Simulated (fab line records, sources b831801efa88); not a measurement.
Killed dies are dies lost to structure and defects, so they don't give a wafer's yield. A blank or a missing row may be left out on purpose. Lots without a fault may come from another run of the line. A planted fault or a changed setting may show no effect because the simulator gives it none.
Chamber matching | flow gf180mcu | GF_CONTACT_CVD_00 on hdpcvd-01: 3 sister chambers
The step deposits SiO2, target thk 300 nm, time 50 s. 6 wafers are shown with their chamber, then 10 later ones without.

WAFERS WITH THEIR CHAMBER
wafer  | chamber | sih4_flow_sccm (sccm)
L957.1 | 0       | 60.17
L963.4 | 1       | 59.94
L964.3 | 1       | 60.21
L964.4 | 2       | 59.72
L973.1 | 0       | 60.10
L973.3 | 2       | 60.01

WAFERS WITHOUT THEIR CHAMBER
wafer  | sih4_flow_sccm (sccm)
L973.4 | 60.18
L974.2 | 59.71
L974.3 | 60.16
L974.6 | 59.96
L975.1 | 59.97
L975.2 | 59.84
L975.3 | 60.29
L976.2 | 59.88
L976.3 | 60.10
L976.4 | 59.77

WHICH CHAMBER EACH WENT THROUGH
wafer  | from the rows above          | in truth
L973.4 | can't be placed: 0 or 1 or 2 | 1
L974.2 | can't be placed: 2 or 1 or 0 | 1
L974.3 | can't be placed: 0 or 1 or 2 | 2
L974.6 | can't be placed: 2 or 1 or 0 | 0
L975.1 | can't be placed: 1 or 2 or 0 | 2
L975.2 | can't be placed: 2 or 1 or 0 | 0
L975.3 | can't be placed: 0 or 1 or 2 | 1
L976.2 | can't be placed: 2 or 1 or 0 | 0
L976.3 | can't be placed: 1 or 0 or 2 | 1
L976.4 | can't be placed: 2 or 1 or 0 | 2
Placed correctly: 0 of 10. Can't be placed from these rows: 10 (the true chamber is among the candidates in 10). Placed wrongly: 0.
How it was worked out, from the rows above alone: a wafer's distance from a chamber is the root of the sum, over the readings, of the square of ((its reading less the chamber's mean) divided by the reading's scatter). The wafer belongs to the nearest chamber; if the next one is less than 2 further off, it can't be placed. A chamber's mean is the mean of its shown wafers. The scatter: the root of (the sum of the squares of (reading less its chamber's mean) over the shown wafers, divided by (wafers less chambers)).
